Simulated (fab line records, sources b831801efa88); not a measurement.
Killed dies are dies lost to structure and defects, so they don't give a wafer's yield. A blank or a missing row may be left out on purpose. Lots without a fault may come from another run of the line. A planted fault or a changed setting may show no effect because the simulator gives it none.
fab line records | flow sky130
record lots=10 wafers=30 last_day=50
route steps=708 shown METAL2@486 VIA2@521 PAD_OPEN@708
lots that met no fault: from a run of the same line without faults
start_h: hours from the record's first day to the start of the lot's first wafer shown | wait_h: hours since the lot's step before | " the same as in the row above | L1.1+2: a row that stands for several wafers | - no value, or no start given | * or withheld: withheld | < > ~ a bound
route shown NAME@n: a module of which the file shows steps, and the number in the route of the first | usual: mean/standard deviation of fault-free wafers | same: alike in all rows | chamber/n: place in a boat | sites: the reading at each site | _std_site: their standard deviation | _edge_site: outer sites' mean less inner sites' | radius_mm: how far each site lies from the wafer's centre | mask NAME#n: copy n | behind: the tool/chamber that last shaped the wafer | hold: why the lot was held/for how many hours/how that ended | device: the transistor (n, p or np) that didn't switch | end of line: the same wafers' tests at the end of the route | a step without rows: its recipe alone | killed: dies lost to structure and defects at the first sort, not the wafer's yield | map: a wafer's dies, x killed, . not, _ none there
set.NAME: the setting as run; set.NAME@STEP: as run at that earlier step | model.NAME: the simulator's own value behind a step, which no gauge read
steps of the route over a sample of lots; a table a step, a row a wafer
services: from which hour (start_h, from the record's first day; less than 0 if before it) a tool's chamber was out of use, for how many hours, and why
## steps
# step SKY_METAL2_SPUTTER_03
# recipe material=Ti target_thk_nm=5 power_w=3000 time_s=3.3 chamber_pressure_pa=0.4
# usual throttle_valve_pct=30.1/1.5
# columns lot.wafer tool chamber start_h wait_h throttle_valve_pct
L583.2 pvd_sputter-03 - 805.38 0.0 31.1
L583.3 " - " " 29.8
L583.4 " - " " 28.1
L584.3 pvd_sputter-03 - 811.73 0.0 29.5
L584.5 " - " " 29.5
L584.6 " - " " 31.3
L586.3 pvd_sputter-01 - 831.10 0.0 28.9
L586.4 " - " " 28.4
L586.5 " - " " 29.2
L590.1 pvd_sputter-03 - 863.32 0.0 29.7
L590.2 " - " " 31.0
L590.6 " - " " 29.9
L591.1 pvd_sputter-01 - 866.66 0.0 31.2
L591.3 " - " " 29.2
L591.6 " - " " 28.5
L601.3 pvd_sputter-03 - 948.72 0.0 31.0
L601.5 " - " " 29.6
L601.6 " - " " 31.0
L600.1 pvd_sputter-04 - 950.01 0.0 31.8
L600.3 " - " " 28.3
L600.5 " - " " 30.4
L603.3 pvd_sputter-01 - 954.51 0.0 29.2
L603.4 " - " " 28.5
L603.5 " - " " 31.2
L602.2 pvd_sputter-03 - 955.33 0.0 30.9
L602.4 " - " " 31.0
L602.6 " - " " 32.4
L604.1 pvd_sputter-01 - 959.96 0.0 28.1
L604.4 " - " " 31.1
L604.5 " - " " 28.6
# step SKY_VIA2_ETCH_14
# recipe chemistry=N2/H2 target=BARC ion_energy_ev=200 source_w=500 bias_w=100 pressure_mtorr=30 n2_flow_sccm=100 h2_flow_sccm=200 stop_on=SiO2 time_s=45.9 target_depth_a=600
# usual bias_w=100.02/0.28 drypump_motor_current_A=5.7/0.31 oes_product_au=0.854/0.0045 throttle_valve_pct=13.224/0.0088
# columns lot.wafer tool chamber start_h wait_h bias_w drypump_motor_current_A oes_product_au rf_hours_counter_h throttle_valve_pct
L583.2 rie_diel-01 1 859.54 0.0 99.50 5.8 0.856 16 13.208
L583.3 " 3 " " 100.33 6.3 0.855 10 13.227
L583.4 " 0 " " 99.95 5.4 0.855 2 13.227
L584.3 rie_diel-01 0 864.80 0.0 100.21 5.4 0.857 2 13.227
L584.5 " 0 " " 99.65 5.4 0.862 - 13.231
L584.6 " 1 " " 100.23 5.8 0.850 - 13.217
L586.3 rie_diel-04 1 885.03 0.0 99.98 5.6 0.852 17 13.231
L586.4 " 0 " " 99.90 5.3 0.855 16 13.219
L586.5 " 3 " " 99.52 5.6 0.856 - 13.237
L590.1 rie_diel-04 0 915.85 0.0 100.17 5.3 0.849 17 13.206
L590.2 " 3 " " 99.98 5.6 0.857 11 13.232
L590.6 " 1 " " 100.08 5.5 0.859 - 13.222
L591.1 rie_diel-02 0 919.65 0.0 99.82 5.8 0.853 13 13.240
L591.3 " 1 " " 99.91 6.1 0.851 21 13.228
L591.6 " 3 " " 99.93 5.9 0.859 - 13.218
L601.3 rie_diel-01 1 998.29 0.0 99.75 5.8 0.853 20 13.240
L601.5 " 1 " " 99.95 5.8 0.851 - 13.223
L601.6 " 0 " " 100.07 5.5 0.854 - 13.221
L600.1 rie_diel-01 3 1000.65 0.0 99.46 6.2 0.860 14 13.228
L600.3 " 0 " " 100.10 5.4 0.857 6 13.213
L600.5 " 0 " " 100.43 5.5 0.853 - 13.242
L603.3 rie_diel-01 1 1004.48 0.0 100.31 5.8 0.851 20 13.223
L603.4 " 0 " " 100.10 5.4 0.849 7 13.238
L603.5 " 2 " " 100.31 6.0 0.853 - 13.209
L602.2 rie_diel-04 3 1004.74 0.0 100.55 5.6 0.850 14 13.227
L602.4 " 0 " " 99.70 5.3 0.859 20 13.239
L602.6 " 1 " " 100.71 5.5 0.857 - 13.216
L604.1 rie_diel-02 1 1008.90 0.0 100.20 6.1 0.853 24 13.231
L604.4 " 3 " " 99.94 5.9 0.853 7 13.203
L604.5 " 0 " " 100.27 5.8 0.849 - 13.235
# step SKY_VIA2_SPUTTER_20
# recipe material=TiN target_thk_nm=20 chamber_pressure_pa=5 power_w=4000 time_s=80
# usual throttle_valve_pct=30.4/1.4
# columns lot.wafer tool chamber start_h wait_h throttle_valve_pct
L583.2 pvd_sputter-02 - 860.25 0.0 31.1
L583.3 " - " " 29.9
L583.4 " - " " 29.6
L584.3 pvd_sputter-02 - 865.50 0.0 30.0
L584.5 " - " " 30.0
L584.6 " - " " 30.0
L586.3 pvd_sputter-04 - 885.72 0.0 31.9
L586.4 " - " " 28.5
L586.5 " - " " 30.6
L590.1 pvd_sputter-03 - 916.55 0.0 29.7
L590.2 " - " " 32.4
L590.6 " - " " 32.3
L591.1 pvd_sputter-04 - 920.35 0.0 32.5
L591.3 " - " " 28.4
L591.6 " - " " 32.5
L601.3 pvd_sputter-02 - 998.99 0.0 31.3
L601.5 " - " " 30.0
L601.6 " - " " 29.8
L600.1 pvd_sputter-03 - 1001.35 0.0 28.4
L600.3 " - " " 32.3
L600.5 " - " " 29.5
L603.3 pvd_sputter-04 - 1005.22 0.0 32.4
L603.4 " - " " 28.2
L603.5 " - " " 32.4
L602.2 pvd_sputter-02 - 1005.45 0.0 29.9
L602.4 " - " " 29.8
L602.6 " - " " 30.3
L604.1 pvd_sputter-03 - 1009.66 0.0 29.6
L604.4 " - " " 30.9
L604.5 " - " " 29.4
# step SKY_VIA2_CVD_21
# recipe material=W target_thk_nm=420 time_s=126.4 temp_c=400 pressure_torr=40
# usual chamber_pressure_Torr=40.00/0.076 heater_power_w=916/79 susceptor_temp_C=400.01/0.2
# columns lot.wafer tool chamber start_h wait_h chamber_pressure_Torr heater_power_w susceptor_temp_C
L583.2 cvd_w-02 1 860.31 0.0 39.95 929 400.25
L583.3 " 1 " " 39.93 931 399.92
L583.4 " 0 " " 39.93 813 399.85
L584.3 cvd_w-02 0 865.60 0.1 40.04 785 399.79
L584.5 " 0 " " 39.91 817 399.91
L584.6 " 1 " " 39.94 928 399.81
L586.3 cvd_w-02 0 885.83 0.1 39.90 782 400.22
L586.4 " 1 " " 40.08 925 400.11
L586.5 " 0 " " 39.96 797 399.94
L590.1 cvd_w-02 0 916.61 0.0 39.95 816 399.64
L590.2 " 1 " " 40.05 920 393.68
L590.6 " 1 " " 40.06 887 393.58
L591.1 cvd_w-02 1 920.41 0.0 39.89 915 393.60
L591.3 " 1 " " 40.04 887 393.09
L591.6 " 1 " " 40.06 913 393.38
L601.3 cvd_w-02 1 999.09 0.1 40.00 935 399.93
L601.5 " 1 " " 39.95 948 399.95
L601.6 " 0 " " 40.12 813 400.17
L600.1 cvd_w-02 0 1001.41 0.0 40.06 813 400.05
L600.3 " 1 " " 40.11 962 399.70
L600.5 " 1 " " 40.04 925 400.10
L603.3 cvd_w-02 1 1005.32 0.1 39.94 925 400.15
L603.4 " 0 " " 40.06 838 399.74
L603.5 " 1 " " 39.97 913 399.96
L602.2 cvd_w-01 0 1005.51 0.0 39.97 957 400.21
L602.4 " 1 " " 40.01 963 399.90
L602.6 " 0 " " 40.06 936 400.26
L604.1 cvd_w-02 1 1009.72 0.0 40.07 957 400.03
L604.4 " 1 " " 40.10 965 400.22
L604.5 " 1 " " 40.14 929 399.79
# step SKY_VIA2_RS_MEAS_22
# recipe thk_meas_gauge=four-point-probe reads=W_of_VIA2_CVD_21+TiN_of_VIA2_SPUTTER_20
# usual VIA2_W_RS=0.2710/0.003
# columns lot.wafer tool chamber start_h wait_h VIA2_W_RS[ohm/sq]
L583.2 film_metro-04 - 860.46 0.1 0.2723
L583.3 " - " " 0.2734
L583.4 " - " " 0.2710
L584.3 film_metro-04 - 865.73 0.1 0.2724
L584.5 " - " " 0.2730
L584.6 " - " " 0.2689
L586.3 film_metro-03 - 885.96 0.1 0.2771
L586.4 " - " " 0.2721
L586.5 " - " " 0.2758
L590.1 film_metro-03 - 916.74 0.1 0.2755
L590.2 " - " " 0.3044
L590.6 " - " " 0.3096
L591.1 film_metro-04 - 920.54 0.1 0.2993
L591.3 " - " " 0.2981
L591.6 " - " " 0.2972
L601.3 film_metro-04 - 999.22 0.1 0.2717
L601.5 " - " " 0.2707
L601.6 " - " " 0.2719
L600.1 film_metro-04 - 1001.54 0.1 0.2706
L600.3 " - " " 0.2739
L600.5 " - " " 0.2703
L603.3 film_metro-04 - 1005.45 0.1 0.2667
L603.4 " - " " 0.2722
L603.5 " - " " 0.2673
L602.2 film_metro-01 - 1005.67 0.1 0.2686
L602.4 " - " " 0.2724
L602.6 " - " " 0.2679
L604.1 film_metro-01 - 1009.85 0.1 0.2661
L604.4 " - " " 0.2678
L604.5 " - " " 0.2718
# step SKY_VIA2_THK_MEAS_23
# recipe thk_meas_gauge=xrf reads=W_of_VIA2_CVD_21
# usual VIA2_W_THK=416/5.1
# columns lot.wafer tool chamber start_h wait_h VIA2_W_THK[nm]
L583.2 film_metro-04 - 860.57 0.1 420
L583.3 " - " " 419
L583.4 " - " " 419
L584.3 film_metro-04 - 865.83 0.1 417
L584.5 " - " " 415
L584.6 " - " " 424
L586.3 film_metro-03 - 886.06 0.1 405
L586.4 " - " " 411
L586.5 " - " " 404
L590.1 film_metro-03 - 916.86 0.1 410
L590.2 " - " " 373
L590.6 " - " " 366
L591.1 film_metro-04 - 920.66 0.1 380
L591.3 " - " " 380
L591.6 " - " " 380
L601.3 film_metro-04 - 999.32 0.1 414
L601.5 " - " " 417
L601.6 " - " " 412
L600.1 film_metro-04 - 1001.66 0.1 416
L600.3 " - " " 414
L600.5 " - " " 414
L603.3 film_metro-04 - 1005.55 0.1 426
L603.4 " - " " 414
L603.5 " - " " 423
L602.2 film_metro-01 - 1005.78 0.1 422
L602.4 " - " " 415
L602.6 " - " " 418
L604.1 film_metro-01 - 1009.97 0.1 420
L604.4 " - " " 420
L604.5 " - " " 410
# step SKY_VIA2_CMP_24
# recipe stop_on=SiO2 t_overpolish_s=20 down_force_psi=3.5 platen_rpm=60 target_thk_nm=0 pad_velocity_m_s=0.94248
# usual motor_current_A=11.2/1.5 platen_rpm=60.00/0.04 slurry_filter_dp_kPa=13.48/0.14 time_to_endpoint_s=100/3.4
# columns lot.wafer tool chamber start_h wait_h motor_current_A platen_rpm slurry_filter_dp_kPa time_to_endpoint_s
L583.3 cmp-02 3 860.67 0.1 9.7 59.96 13.24 100
L583.4 " 0 " " 13.0 60.00 13.52 100
L583.2 " 1 " " 9.1 59.96 13.40 100
L584.3 cmp-02 1 866.09 0.2 9.0 59.98 13.67 99
L584.6 " 3 " " 9.3 60.02 13.77 99
L584.5 " 0 " " 12.5 60.05 13.90 94
L586.3 cmp-01 0 886.15 0.1 11.8 60.03 13.50 100
L586.4 " 2 " " 11.8 59.92 13.55 100
L586.5 " 3 " " 12.7 59.99 13.24 100
L590.1 cmp-02 0 916.92 0.1 12.8 60.01 13.35 99
L590.2 " 2 " " 9.6 60.00 13.31 88
L590.6 " 0 " " 12.3 60.05 13.39 86
L591.3 cmp-02 2 920.77 0.1 9.2 60.04 13.56 94
L591.1 " 3 " " 10.2 60.01 13.43 89
L591.6 " 1 " " 9.9 60.06 13.42 95
L601.3 cmp-02 0 999.41 0.1 12.3 59.98 13.46 96
L601.6 " 3 " " 9.9 59.99 13.33 96
L601.5 " 0 " " 12.5 59.97 13.66 95
L600.3 cmp-02 0 1001.77 0.1 12.9 59.97 13.63 94
L600.1 " 2 " " 9.1 59.98 13.59 95
L600.5 " 0 " " 12.8 60.06 13.38 91
L603.3 cmp-01 1 1005.64 0.1 12.2 60.00 13.66 101
L603.4 " 3 " " 13.3 59.96 13.36 105
L603.5 " 1 " " 12.3 60.08 13.63 101
L602.2 cmp-01 2 1005.89 0.1 12.1 59.96 13.45 100
L602.4 " 1 " " 11.8 59.97 13.34 98
L602.6 " 3 " " 13.4 60.06 13.47 100
L604.1 cmp-02 0 1010.03 0.1 12.8 60.02 13.47 95
L604.4 " 1 " " 10.0 59.97 13.29 99
L604.5 " 1 " " 9.8 59.92 13.64 99
# step SKY_PAD_OPEN_PROBE_99
# usual defect_limited_yield=82.6/1.8 killed_at_M0_to_M3=44/6.3 killed_at_M4_up=2.8/1.7 killed_at_contacts=25/5.8 killed_at_front_end=14/4.4 killed_at_other=0.3/0.49 killed_dies=86/8.7 killed_open=48/5.8 killed_short=38/6 sort_bin_3_pad_short=0.8/0.39 sort_bin_5_function=10.4/1.4 sort_bin_6_memory=6.2/1.1 sort_n_pass=406/8.7 sort_yield_pct=82.6/1.8
# same gross_dies=492 killed_at_back_side=0 sort_bin_4_leakage[%]=0 sort_bin_8_speed[%]=0
# columns lot.wafer tool chamber start_h wait_h defect_limited_yield[%] killed_at_M0_to_M3 killed_at_M4_up killed_at_contacts killed_at_front_end killed_at_other killed_dies killed_open killed_short sort_bin_3_pad_short[%] sort_bin_5_function[%] sort_bin_6_memory[%] sort_n_pass sort_yield_pct[%]
L584.3 prober-01 - 1092.46 0.2 82.3 48 1 25 13 0 87 48 39 0.2 10.6 6.9 405 82.3
L584.5 prober-01 - 1092.56 0.2 82.9 40 2 32 10 0 84 45 39 1.0 10.2 5.9 408 82.9
L584.6 prober-01 - 1092.61 0.2 82.7 50 7 16 12 0 85 44 41 1.2 9.8 6.3 407 82.7
L586.3 prober-01 - 1105.03 0.2 83.3 46 5 22 9 0 82 48 34 0.6 10.4 5.7 410 83.3
L586.4 prober-01 - 1105.08 0.2 84.6 35 6 18 17 0 76 40 36 0 9.1 6.3 416 84.6
L586.5 prober-01 - 1105.13 0.2 83.5 44 3 26 7 1 81 47 34 1.4 9.8 5.3 411 83.5
# killed by level:class
L584.3 CONTACT:geometric_particle:open=13 METAL1:geometric_particle:short=9 VIA1:geometric_particle:open=7 VIA2:geometric_particle:open=7 VIA3:geometric_particle:open=6 VIA1:geometric_particle:short=6 LI_CONTACT:geometric_particle:open=5 CONTACT:geometric_particle:short=4
L584.5 CONTACT:geometric_particle:open=12 VIA1:geometric_particle:open=10 LOCAL_INTERCONNECT:geometric_particle:short=9 CONTACT:geometric_particle:short=8 POLY_GATE:geometric_particle:open=5 VIA3:geometric_particle:open=5 METAL2:geometric_particle:short=4 METAL3:geometric_particle:open=4
L584.6 METAL1:geometric_particle:short=9 VIA1:geometric_particle:open=8 VIA3:geometric_particle:open=8 FIELD_ISO:geometric_particle:open=6 CONTACT:geometric_particle:open=6 VIA2:geometric_particle:short=6 METAL4:geometric_particle:short=5 LI_CONTACT:geometric_particle:open=4
L586.3 VIA1:geometric_particle:open=12 CONTACT:geometric_particle:open=9 METAL1:geometric_particle:short=6 FIELD_ISO:geometric_particle:short=5 METAL2:geometric_particle:open=5 METAL2:geometric_particle:short=5 VIA3:geometric_particle:open=5 LI_CONTACT:geometric_particle:open=4
L586.4 METAL1:geometric_particle:short=7 LI_CONTACT:geometric_particle:open=6 VIA1:geometric_particle:short=6 CONTACT:geometric_particle:open=5 METAL2:geometric_particle:short=5 VIA3:geometric_particle:open=5 FIELD_ISO:geometric_particle:short=4 FIELD_ISO:geometric_particle:open=4
L586.5 CONTACT:geometric_particle:open=12 VIA1:geometric_particle:open=11 METAL2:geometric_particle:short=7 VIA2:geometric_particle:open=7 CONTACT:geometric_particle:short=6 LI_CONTACT:geometric_particle:open=4 LOCAL_INTERCONNECT:geometric_particle:short=4 METAL1:geometric_particle:short=4
## services
# columns tool chamber start_h hours kind
cmp-01 - 787.13 6.0 repair
pvd_sputter-01 - 805.42 8.1 repair
pvd_sputter-01 - 806.62 2.3 repair
cmp-02 - 809.96 1.1 repair
cmp-02 - 834.17 0.7 repair
pvd_sputter-04 - 838.53 7.8 repair
pvd_sputter-03 - 854.45 6.5 repair
cmp-02 - 864.27 1.7 repair
rie_diel-02 - 873.56 0.2 repair
cmp-01 - 874.33 4.6 pm
rie_diel-04 1 886.10 2.6 repair
cmp-02 - 898.17 2.1 repair
cmp-01 - 912.28 4.0 pm
rie_diel-02 0 915.95 1.2 repair
cmp-01 - 917.64 2.4 repair
rie_diel-04 2 917.64 2.8 repair
rie_diel-02 3 919.90 4.2 repair
cmp-01 - 920.45 1.3 repair
cmp-01 - 932.30 0.8 repair
cmp-01 - 949.94 2.2 repair
pvd_sputter-01 - 950.32 3.3 repair
rie_diel-02 2 960.48 1.5 repair
rie_diel-04 2 993.29 4.0 repair
rie_diel-04 3 1009.54 5.5 repair
## key
first_sign step=SKY_VIA2_CVD_21 reading=susceptor_temp_C direction=down sigmas=32 usual=* struck=*
effect step=SKY_VIA2_RS_MEAS_22 reading=VIA2_W_RS direction=up sigmas=10 usual=0.2710 struck=0.3017
effect step=SKY_VIA2_THK_MEAS_23 reading=VIA2_W_THK direction=down sigmas=8 usual=416 struck=376
effect step=SKY_VIA2_CMP_24 reading=time_to_endpoint_s direction=down sigmas=2.8 usual=* struck=*
met_at SKY_VIA2_CVD_21
struck_lots L590,L591
struck_wafers L590.2,L590.6,L591.1,L591.3,L591.6
not_acting_at SKY_METAL2_SPUTTER_03,SKY_VIA2_ETCH_14,SKY_VIA2_SPUTTER_20
onset_between 885.83 916.61
fault kind=process_parameter_drift tool=cvd_w-02 chamber=1 onset_h=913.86 steps=SKY_VIA2_CVD_21 channel=temp_c offset=* shape=step end_h=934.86 acts_in=* stated=*
